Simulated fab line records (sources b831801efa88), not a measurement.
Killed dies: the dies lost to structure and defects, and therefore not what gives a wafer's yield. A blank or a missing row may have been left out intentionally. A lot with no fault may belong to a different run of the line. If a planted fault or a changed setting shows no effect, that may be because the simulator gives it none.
fab line records	flow sky130	part 1 of 2: steps 1 to 28 of 40
record: lots: 5	wafers: 15	lastDay: 50
route steps=708 shown LI_CONTACT@378 LOCAL_INTERCONNECT@387 CONTACT@406
lots with no fault: from the same line, run without faults
startH: the number of hours between the record's first day and the start of the first shown wafer of the lot	waitH: time in hours since the lot's previous step	" identical to the entry in the row above	L1.1+2: a single row standing in for several wafers	- value missing, or start not given	* or withheld: withheld	< > ~ a bound
route shown NAME@n: a module of which the file shows steps, and the number in the route of the first	usual: mean and standard deviation over wafers with no fault	same: alike in all rows	chamber/n: place in a boat	sites: per-site readings	_std_site: the values' standard deviation	_edge_site: inner sites' mean taken away from outer sites' mean	radiusMm: for every site, how far away it sits from the centre of the wafer	mask NAME#n: copy n	behind: tool/chamber where the wafer was last shaped	hold: reason for holding the lot/hours on hold/outcome of the hold	device: which transistor (n, p or np) failed to switch	end of line: tests of these same wafers at the route's end	where a step has no rows: the recipe by itself	killed: not the wafer's yield, but the dies lost to structure and defects at the first sort	map: per-die view of a wafer (x killed, . not killed, _ where there is no die)
set.NAME: the run value of the setting; set.NAME@STEP: its run value at that earlier step	model.NAME: the simulator's own value behind a step, which no gauge read
lots at selected steps of the route; one table per step, one row per wafer
services: from which hour (startH, from the record's first day; less than 0 if before it) a tool's chamber was out of use, for how many hours, and why
== steps ==
step: SKY_LI_CONTACT_STRIP_16
recipe: chemistry: O2/N2	powerW: 1400	pressureMtorr: 1500	platenTempC: withheld	o2FlowSccm: 3000	n2FlowSccm: 300	overashFraction: 0.5
usual: drypumpMotorCurrentA: 6.1/0.32	oesProductAu: 0.375/0.0048	stripTimeToEndpointS: 3.493/0.03
same: overashFraction: 0.5
lot.wafer	tool	chamber	startH	waitH	drypumpMotorCurrentA	oesProductAu	rfHoursCounterH	stripTimeToEndpointS
L078.4	plasmaAsher-04	0	726.84	-	6.5	0.379	-	3.478
L078.5	"	1	"	"	6.0	0.369	-	3.467
L078.6	"	0	"	"	6.5	0.370	-	3.525
L082.3	plasmaAsher-04	1	776.85	-	6.0	0.374	-	3.514
L082.5	"	0	"	"	6.5	0.375	-	3.529
L082.6	"	1	"	"	6.0	0.367	-	3.495
L094.3	plasmaAsher-04	0	844.71	-	6.5	0.381	-	3.541
L094.5	"	0	"	"	6.5	0.380	-	3.492
L094.6	"	1	"	"	6.0	0.373	-	3.512
L096.1	plasmaAsher-04	0	855.53	-	6.5	0.372	104	3.415
L096.4	"	0	"	"	6.5	0.370	-	3.477
L096.6	"	0	"	"	6.5	0.373	-	3.493
L097.2	plasmaAsher-03	0	863.58	-	6.0	0.372	9	3.441
L097.3	"	1	"	"	5.7	0.380	-	3.522
L097.6	"	0	"	"	6.0	0.374	-	3.436
step: SKY_LI_CONTACT_CLEAN_17
recipe: chemistry: NMP	timeS: 600	tempC: 60	dry: n2Spin
lot.wafer	tool	chamber	startH	waitH
L078.4+5+6	wetBench-04	0	726.91	0.0
L082.3+5+6	wetBench-01	3	776.91	0.0
L094.3+5+6	wetBench-03	0	844.78	0.0
L096.1+4+6	wetBench-01	3	855.63	0.1
L097.2+3+6	wetBench-01	0	863.68	0.1
step: SKY_LI_CONTACT_PRE_CLEAN_18
recipe: gas: Ar	timeS: 5.6	biasV: 358
lot.wafer	tool	chamber	startH	waitH
L078.4+5+6	pvdSputter-01	-	727.08	0.0
L082.3+5+6	pvdSputter-01	-	777.09	0.0
L094.3+5+6	pvdSputter-01	-	844.95	0.0
L096.1+4+6	pvdSputter-04	-	855.80	0.0
L097.2+3+6	pvdSputter-04	-	863.85	0.0
step: SKY_LI_CONTACT_SPUTTER_19
recipe: material: Ti	targetThkNm: 20	chamberPressurePa: 5	powerW: 2500	substrateTempC: 200	timeS: 106.37
usual: throttleValvePct: 30.1/0.79
lot.wafer	tool	chamber	startH	waitH	throttleValvePct
L078.4	pvdSputter-01	-	727.10	0.0	30.9
L078.5	"	-	"	"	29.6
L078.6	"	-	"	"	30.8
L082.3	pvdSputter-01	-	777.11	0.0	30.2
L082.5	"	-	"	"	29.3
L082.6	"	-	"	"	31.0
L094.3	pvdSputter-01	-	844.97	0.0	30.0
L094.5	"	-	"	"	30.0
L094.6	"	-	"	"	29.3
L096.1	pvdSputter-04	-	855.82	0.0	30.8
L096.4	"	-	"	"	28.9
L096.6	"	-	"	"	29.4
L097.2	pvdSputter-04	-	863.87	0.0	30.7
L097.3	"	-	"	"	28.8
L097.6	"	-	"	"	28.9
step: SKY_LI_CONTACT_SPUTTER_20
recipe: material: TiN	targetThkNm: 20	chamberPressurePa: 5	powerW: 4000	timeS: 80
usual: throttleValvePct: 30.1/0.78
lot.wafer	tool	chamber	startH	waitH	throttleValvePct
L078.4	pvdSputter-01	-	727.18	0.0	30.7
L078.5	"	-	"	"	29.5
L078.6	"	-	"	"	31.0
L082.3	pvdSputter-01	-	777.18	0.0	30.0
L082.5	"	-	"	"	29.5
L082.6	"	-	"	"	31.1
L094.3	pvdSputter-01	-	845.05	0.0	30.1
L094.5	"	-	"	"	30.4
L094.6	"	-	"	"	29.3
L096.1	pvdSputter-04	-	855.90	0.0	31.2
L096.4	"	-	"	"	29.1
L096.6	"	-	"	"	29.8
L097.2	pvdSputter-04	-	863.95	0.0	31.0
L097.3	"	-	"	"	28.7
L097.6	"	-	"	"	28.8
step: SKY_LI_CONTACT_CVD_21
recipe: material: W	targetThkNm: 400	timeS: 120.56	tempC: 400	pressureTorr: 40
usual: heaterPowerW: 818/57
lot.wafer	tool	chamber	startH	waitH	heaterPowerW
L078.4	cvdW-01	1	727.28	0.1	710
L078.5	"	1	"	"	746
L078.6	"	0	"	"	863
L082.3	cvdW-01	0	777.29	0.1	846
L082.5	"	0	"	"	862
L082.6	"	1	"	"	715
L094.3	cvdW-01	1	845.15	0.1	741
L094.5	"	0	"	"	882
L094.6	"	1	"	"	721
L096.1	cvdW-01	0	855.96	0.0	868
L096.4	"	0	"	"	879
L096.6	"	0	"	"	891
L097.2	cvdW-02	1	864.01	0.0	878
L097.3	"	1	"	"	867
L097.6	"	1	"	"	841
step: SKY_LI_CONTACT_RS_MEAS_22
recipe: thkMeasGauge: four-point-probe	reads: W_of_LI_CONTACT_CVD_21+TiN_of_LI_CONTACT_SPUTTER_20+Ti_of_LI_CONTACT_SPUTTER_19
usual: LI_CONTACT_W_RS: 0.286/0.0034
lot.wafer	tool	chamber	startH	waitH	LI_CONTACT_W_RS[ohm/sq]
L078.4	filmMetro-02	-	727.42	0.1	0.289
L078.5	"	-	"	"	0.288
L078.6	"	-	"	"	0.283
L082.3	filmMetro-01	-	777.41	0.1	0.279
L082.5	"	-	"	"	0.277
L082.6	"	-	"	"	0.285
L094.3	filmMetro-01	-	845.28	0.1	0.287
L094.5	"	-	"	"	0.283
L094.6	"	-	"	"	0.285
L096.1	filmMetro-01	-	856.09	0.1	0.284
L096.4	"	-	"	"	0.283
L096.6	"	-	"	"	0.283
L097.2	filmMetro-02	-	864.16	0.1	0.286
L097.3	"	-	"	"	0.285
L097.6	"	-	"	"	0.291
step: SKY_LI_CONTACT_THK_MEAS_23
recipe: thkMeasGauge: xrf	reads: W_of_LI_CONTACT_CVD_21
usual: LI_CONTACT_W_THK: 389/5.4
lot.wafer	tool	chamber	startH	waitH	LI_CONTACT_W_THK[nm]
L078.4	filmMetro-02	-	727.51	0.1	391
L078.5	"	-	"	"	389
L078.6	"	-	"	"	398
L082.3	filmMetro-01	-	777.51	0.1	396
L082.5	"	-	"	"	403
L082.6	"	-	"	"	389
L094.3	filmMetro-01	-	845.38	0.1	390
L094.5	"	-	"	"	393
L094.6	"	-	"	"	390
L096.1	filmMetro-01	-	856.21	0.1	392
L096.4	"	-	"	"	396
L096.6	"	-	"	"	388
L097.2	filmMetro-02	-	864.27	0.1	389
L097.3	"	-	"	"	394
L097.6	"	-	"	"	385
step: SKY_LI_CONTACT_CMP_24
recipe: stopOn: PSG	tOverpolishS: 20	downForcePsi: 3.5	platenRpm: 60	targetThkNm: 0	padVelocityMS: 0.94248
usual: motorCurrentA: 10.5/1.2	overpolishRunS: 19.999/0.0088	slurryFlowMlMin: 150.0/0.49	timeToEndpointS: 95/4.4
same: tOverpolishS: 20
lot.wafer	tool	chamber	startH	waitH	motorCurrentA	overpolishRunS	slurryFlowMlMin	timeToEndpointS
L078.4	cmp-01	3	727.54	0.0	9.3	20.008	150.2	98
L078.5	"	3	"	"	9.3	19.998	149.8	98
L078.6	"	0	"	"	9.3	20.001	149.8	104
L082.3	cmp-02	1	777.55	0.0	9.5	20.001	150.5	100
L082.5	"	1	"	"	9.3	20.001	149.8	97
L082.6	"	2	"	"	13.4	19.996	149.8	89
L094.3	cmp-02	1	845.47	0.1	8.7	19.994	150.4	96
L094.5	"	0	"	"	10.9	20.011	149.3	97
L094.6	"	1	"	"	9.6	20.010	149.7	92
L096.1	cmp-02	0	856.27	0.1	11.1	20.013	149.2	96
L096.4	"	1	"	"	8.9	20.000	149.6	94
L096.6	"	1	"	"	9.4	19.991	149.7	93
L097.3	cmp-02	2	864.32	0.0	13.1	20.003	150.0	93
L097.2	"	0	"	"	11.5	20.004	150.3	97
L097.6	"	2	"	"	12.8	19.998	150.5	91
step: SKY_LOCAL_INTERCONNECT_SPUTTER_00
recipe: material: TiN	targetThkNm: 100	tempC: 300	powerW: 6500	timeS: 83.3	chamberPressurePa: 0.4
usual: throttleValvePct: 30.2/0.79
lot.wafer	tool	chamber	startH	waitH	throttleValvePct
L078.4	pvdSputter-04	-	727.84	0.2	29.9
L078.5	"	-	"	"	30.4
L078.6	"	-	"	"	28.8
L082.3	pvdSputter-03	-	777.85	0.2	28.9
L082.5	"	-	"	"	31.0
L082.6	"	-	"	"	29.3
L094.3	pvdSputter-02	-	845.72	0.2	30.1
L094.5	"	-	"	"	31.7
L094.6	"	-	"	"	30.0
L096.1	pvdSputter-03	-	856.57	0.2	30.7
L096.4	"	-	"	"	30.0
L096.6	"	-	"	"	30.5
L097.2	pvdSputter-02	-	864.62	0.1	31.4
L097.3	"	-	"	"	29.4
L097.6	"	-	"	"	31.7
step: SKY_LOCAL_INTERCONNECT_RS_MEAS_01
recipe: thkMeasGauge: four-point-probe	reads: TiN_of_LOCAL_INTERCONNECT_SPUTTER_00
usual: LOCAL_INTERCONNECT_TIN_RS: 14.19/0.16
lot.wafer	tool	chamber	startH	waitH	LOCAL_INTERCONNECT_TIN_RS[ohm/sq]
L078.4	filmMetro-04	-	727.97	0.1	13.88
L078.5	"	-	"	"	13.89
L078.6	"	-	"	"	13.96
L082.3	filmMetro-03	-	777.95	0.1	14.31
L082.5	"	-	"	"	14.20
L082.6	"	-	"	"	14.37
L094.3	filmMetro-03	-	845.82	0.1	14.08
L094.5	"	-	"	"	14.14
L094.6	"	-	"	"	14.13
L096.1	filmMetro-02	-	856.63	0.0	14.14
L096.4	"	-	"	"	14.39
L096.6	"	-	"	"	14.24
L097.2	filmMetro-04	-	864.70	0.1	14.32
L097.3	"	-	"	"	14.65
L097.6	"	-	"	"	14.39
step: SKY_LOCAL_INTERCONNECT_THK_MEAS_02
recipe: thkMeasGauge: xrf	reads: TiN_of_LOCAL_INTERCONNECT_SPUTTER_00
usual: LOCAL_INTERCONNECT_TIN_THK: 99.9/1.3
lot.wafer	tool	chamber	startH	waitH	LOCAL_INTERCONNECT_TIN_THK[nm]
L078.4	filmMetro-04	-	728.06	0.1	101.3
L078.5	"	-	"	"	100.6
L078.6	"	-	"	"	101.2
L082.3	filmMetro-03	-	778.05	0.1	99.8
L082.5	"	-	"	"	100.7
L082.6	"	-	"	"	99.3
L094.3	filmMetro-03	-	845.92	0.1	101.3
L094.5	"	-	"	"	100.7
L094.6	"	-	"	"	100.3
L096.1	filmMetro-02	-	856.75	0.1	100.4
L096.4	"	-	"	"	98.6
L096.6	"	-	"	"	99.5
L097.2	filmMetro-04	-	864.81	0.1	98.7
L097.3	"	-	"	"	96.9
L097.6	"	-	"	"	98.1
step: SKY_LOCAL_INTERCONNECT_DEHYDRATE_03
recipe: tempC: 200	timeS: 60
lot.wafer	tool	chamber	startH	waitH
L078.4+5+6	lithoTrack-04	0	740.27	12.2
L082.3+5+6	lithoTrack-03	0	790.32	12.3
L094.3+5+6	lithoTrack-01	0	859.15	13.2
L096.1+4+6	lithoTrack-03	0	869.87	13.1
L097.2+3+6	lithoTrack-03	0	877.65	12.8
step: SKY_LOCAL_INTERCONNECT_HMDS_04
recipe: primeTimeS: 60	primeTempC: 120
lot.wafer	tool	chamber	startH	waitH
L078.4+5+6	lithoTrack-04	0	740.42	0.1
L082.3+5+6	lithoTrack-03	0	790.47	0.1
L094.3+5+6	lithoTrack-01	0	859.30	0.1
L096.1+4+6	lithoTrack-03	0	870.02	0.1
L097.2+3+6	lithoTrack-03	0	877.80	0.1
step: SKY_LOCAL_INTERCONNECT_COAT_05
recipe: resist: BARC	tempC: withheld	timeS: withheld	spinRpm: 3000	resistThkNm: 60
lot.wafer	tool	chamber	startH	waitH
L078.4+5+6	lithoTrack-04	0	740.57	0.1
L082.3+5+6	lithoTrack-03	0	790.62	0.1
L094.3+5+6	lithoTrack-01	0	859.45	0.1
L096.1+4+6	lithoTrack-03	0	870.17	0.1
L097.2+3+6	lithoTrack-03	0	877.95	0.1
step: SKY_LOCAL_INTERCONNECT_COAT_06
recipe: resist: KrF-thick	spinRpm: 3000	resistThkNm: 450
lot.wafer	tool	chamber	startH	waitH
L078.4+5+6	lithoTrack-04	0	-	-
L082.3+5+6	lithoTrack-03	0	-	-
L094.3+5+6	lithoTrack-01	0	-	-
L096.1+4+6	lithoTrack-03	0	-	-
L097.2+3+6	lithoTrack-03	0	-	-
step: SKY_LOCAL_INTERCONNECT_SOFTBAKE_07
recipe: tempC: 100	timeS: 90	resist: KrF-thick
lot.wafer	tool	chamber	startH	waitH
L078.4+5+6	lithoTrack-04	0	-	-
L082.3+5+6	lithoTrack-03	0	-	-
L094.3+5+6	lithoTrack-01	0	-	-
L096.1+4+6	lithoTrack-03	0	-	-
L097.2+3+6	lithoTrack-03	0	-	-
step: SKY_LOCAL_INTERCONNECT_EXPOSE_08
recipe: maskId: LI1M	na: 0.8	sourceShape: annular	sigmaInner: 0.55	sigmaOuter: 0.85	targetCdNm: 170	doseMj: 28
usual: reticleTempC: 22.98/0.12
lot.wafer	tool	chamber	startH	waitH	mask	reticleTempC
L078.4	krfScanner-01	0	-	-	LI1M#0	22.89
L078.5	"	0	"	"	LI1M#0	22.95
L078.6	"	0	"	"	LI1M#0	22.85
L082.3	krfScanner-01	0	-	-	LI1M#0	22.99
L082.5	"	0	"	"	LI1M#0	22.90
L082.6	"	0	"	"	LI1M#0	22.76
L094.3	krfScanner-01	0	-	-	LI1M#0	22.99
L094.5	"	0	"	"	LI1M#0	22.89
L094.6	"	0	"	"	LI1M#0	22.96
L096.1	krfScanner-01	0	-	-	LI1M#0	22.99
L096.4	"	0	"	"	LI1M#0	22.90
L096.6	"	0	"	"	LI1M#0	22.77
L097.2	krfScanner-01	0	-	-	LI1M#0	23.03
L097.3	"	0	"	"	LI1M#0	23.13
L097.6	"	0	"	"	LI1M#0	23.05
step: SKY_LOCAL_INTERCONNECT_PEB_09
recipe: pebTempC: withheld	pebTimeS: withheld	resist: KrF-thick
lot.wafer	tool	chamber	startH	waitH
L078.4+5+6	lithoTrack-04	0	-	-
L082.3+5+6	lithoTrack-04	0	-	-
L094.3+5+6	lithoTrack-04	0	-	-
L096.1+4+6	lithoTrack-04	0	-	-
L097.2+3+6	lithoTrack-01	0	-	-
step: SKY_LOCAL_INTERCONNECT_DEVELOP_10
recipe: developTimeS: 60	resist: KrF-thick	devTempC: 21
lot.wafer	tool	chamber	startH	waitH
L078.4+5+6	lithoTrack-04	0	-	-
L082.3+5+6	lithoTrack-04	0	-	-
L094.3+5+6	lithoTrack-04	0	-	-
L096.1+4+6	lithoTrack-04	0	-	-
L097.2+3+6	lithoTrack-01	0	-	-
step: SKY_LOCAL_INTERCONNECT_CD_MEAS_11
recipe: targetCdNm: 170
usual: cdNm: 169.1/1.2
lot.wafer	tool	chamber	startH	waitH	cdNm
L078.4	cdSem-02	-	755.01	-	167.8
L078.5	"	-	"	"	166.9
L078.6	"	-	"	"	169.0
L082.3	cdSem-02	-	804.34	-	171.6
L082.5	"	-	"	"	170.5
L082.6	"	-	"	"	169.9
L094.3	cdSem-02	-	872.54	-	169.0
L094.5	"	-	"	"	171.1
L094.6	"	-	"	"	170.3
L096.1	cdSem-01	-	883.50	-	170.3
L096.4	"	-	"	"	170.5
L096.6	"	-	"	"	171.0
L097.2	cdSem-02	-	890.72	-	171.0
L097.3	"	-	"	"	168.9
L097.6	"	-	"	"	171.0
step: SKY_LOCAL_INTERCONNECT_OVL_MEAS_12
usual: LOCAL_INTERCONNECT_OVL: -1/6.3
lot.wafer	tool	chamber	startH	waitH	LOCAL_INTERCONNECT_OVL[nm]
L078.4	overlay-02	-	755.09	0.1	-8
L078.5	"	-	"	"	-16
L078.6	"	-	"	"	-4
L082.3	overlay-02	-	804.43	0.1	3
L082.5	"	-	"	"	4
L082.6	"	-	"	"	11
L094.3	overlay-01	-	872.63	0.1	-8
L094.5	"	-	"	"	-4
L094.6	"	-	"	"	-3
L096.1	overlay-02	-	883.62	0.1	7
L096.4	"	-	"	"	0
L096.6	"	-	"	"	2
L097.2	overlay-01	-	890.82	0.1	0
L097.3	"	-	"	"	-5
L097.6	"	-	"	"	5
step: SKY_LOCAL_INTERCONNECT_ETCH_13
recipe: chemistry: N2/H2	target: BARC	ionEnergyEv: 200	biasW: 100	pressureMtorr: 30	n2FlowSccm: 100	h2FlowSccm: 200	icpW: 500	stopOn: SiO2	timeS: 45.9	targetDepthA: 600
usual: drypumpMotorCurrentA: 5.7/0.41	oesProductAu: 0.854/0.0049	throttleValvePct: 13.224/0.0097
lot.wafer	tool	chamber	startH	waitH	drypumpMotorCurrentA	oesProductAu	rfHoursCounterH	throttleValvePct
L078.4	rieMetal-02	1	755.13	0.0	6.3	0.861	-	13.232
L078.5	"	0	"	"	6.0	0.856	-	13.222
L078.6	"	1	"	"	6.3	0.848	-	13.221
L082.3	rieMetal-01	1	804.48	0.0	5.1	0.855	-	13.229
L082.5	"	1	"	"	5.1	0.851	-	13.232
L082.6	"	0	"	"	5.6	0.846	-	13.231
L094.3	rieMetal-04	0	872.68	0.0	5.7	0.859	-	13.219
L094.5	"	0	"	"	5.7	0.852	-	13.210
L094.6	"	1	"	"	5.8	0.849	-	13.216
L096.1	rieMetal-04	0	883.65	0.0	5.7	0.857	11	13.227
L096.4	"	1	"	"	5.7	0.848	-	13.234
L096.6	"	1	"	"	5.8	0.859	-	13.220
L097.2	rieMetal-02	0	890.87	0.0	6.0	0.844	-	13.202
L097.3	"	0	"	"	6.0	0.850	-	13.228
L097.6	"	0	"	"	6.0	0.860	-	13.231
step: SKY_LOCAL_INTERCONNECT_METAL_ETCH_14
recipe: targetDepthNm: 110	stopOn: PSG	chemistry: Cl2/BCl3	target: TiN	resistSidewallDeg: 88	pressureMtorr: 10	icpW: 900	biasW: 48.5	Cl2_flow_sccm: 60	bcl3FlowSccm: 30	timeS: 31.4
usual: drypumpMotorCurrentA: 5.7/0.4	oesProductAu: 0.940/0.0073	throttleValvePct: 21.902/0.0094
lot.wafer	tool	chamber	startH	waitH	drypumpMotorCurrentA	oesProductAu	rfHoursCounterH	throttleValvePct
L078.4	rieMetal-02	1	755.18	0.0	6.3	0.947	-	21.899
L078.5	"	0	"	"	6.0	0.953	-	21.900
L078.6	"	1	"	"	6.3	0.944	-	21.897
L082.3	rieMetal-01	1	804.53	0.0	5.1	0.943	-	21.901
L082.5	"	1	"	"	5.1	0.938	-	21.906
L082.6	"	0	"	"	5.6	0.930	-	21.902
L094.3	rieMetal-04	0	872.73	0.0	5.7	0.936	-	21.901
L094.5	"	0	"	"	5.7	0.938	-	21.896
L094.6	"	1	"	"	5.8	0.936	-	21.892
L096.1	rieMetal-04	0	883.72	0.0	5.7	0.940	11	21.897
L096.4	"	1	"	"	5.7	0.932	-	21.912
L096.6	"	1	"	"	5.7	0.940	-	21.887
L097.2	rieMetal-02	0	891.00	0.1	6.0	0.938	-	21.897
L097.3	"	0	"	"	6.0	0.921	-	21.921
L097.6	"	0	"	"	6.0	0.937	-	21.913
step: SKY_LOCAL_INTERCONNECT_STRIP_15
recipe: chemistry: O2/N2	powerW: 1400	pressureMtorr: 1500	platenTempC: withheld	o2FlowSccm: 3000	n2FlowSccm: 300	overashFraction: 0.5
usual: drypumpMotorCurrentA: 6.1/0.49	oesProductAu: 0.427/0.0044	stripTimeToEndpointS: 4.726/0.018
same: overashFraction: 0.5
lot.wafer	tool	chamber	startH	waitH	drypumpMotorCurrentA	oesProductAu	rfHoursCounterH	stripTimeToEndpointS
L078.4	plasmaAsher-02	0	755.25	0.1	5.1	0.425	-	4.739
L078.5	"	0	"	"	5.1	0.432	-	4.720
L078.6	"	1	"	"	6.7	0.420	-	4.752
L082.3	plasmaAsher-04	1	804.60	0.1	6.0	0.430	-	4.743
L082.5	"	1	"	"	6.0	0.424	-	4.742
L082.6	"	0	"	"	6.5	0.428	-	4.741
L094.3	plasmaAsher-02	1	872.80	0.1	6.6	0.422	-	4.771
L094.5	"	1	"	"	6.6	0.429	-	4.752
L094.6	"	0	"	"	5.1	0.429	-	4.750
L096.1	plasmaAsher-04	1	883.77	0.0	6.0	0.436	107	4.727
L096.4	"	0	"	"	6.5	0.420	-	4.732
L096.6	"	1	"	"	6.0	0.429	-	4.739
L097.2	plasmaAsher-04	0	891.08	0.1	6.5	0.429	108	4.707
L097.3	"	1	"	"	6.0	0.421	-	4.704
L097.6	"	0	"	"	6.5	0.430	-	4.706
step: SKY_LOCAL_INTERCONNECT_STRIP_16
recipe: chemistry: postEtchResidueRemover	timeS: 1200	tempC: 72.5
lot.wafer	tool	chamber	startH	waitH
L078.4+5+6	wetBench-02	0	755.32	0.0
L082.3+5+6	wetBench-02	3	804.67	0.0
L094.3+5+6	wetBench-04	0	872.87	0.0
L096.1+4+6	wetBench-01	0	883.87	0.1
L097.2+3+6	wetBench-02	0	891.18	0.1
step: SKY_LOCAL_INTERCONNECT_CLEAN_17
recipe: chemistry: IPA	timeS: 180	tempC: 25
lot.wafer	tool	chamber	startH	waitH
L078.4+5+6	wetBench-02	1	756.00	0.0
L082.3+5+6	wetBench-04	2	805.01	0.0
L094.3+5+6	wetBench-01	1	873.28	0.0
L096.1+4+6	wetBench-02	3	884.21	0.0
L097.2+3+6	wetBench-01	2	891.52	0.0
step: SKY_LOCAL_INTERCONNECT_CLEAN_18
recipe: chemistry: O3/DIW	dry: n2Spin
lot.wafer	tool	chamber	startH	waitH
L078.4+5+6	wetBench-02	3	756.12	0.0
L082.3+5+6	wetBench-02	1	805.07	0.0
L094.3+5+6	wetBench-02	1	873.33	0.0
L096.1+4+6	wetBench-04	2	884.27	0.0
L097.2+3+6	wetBench-04	3	891.59	0.0
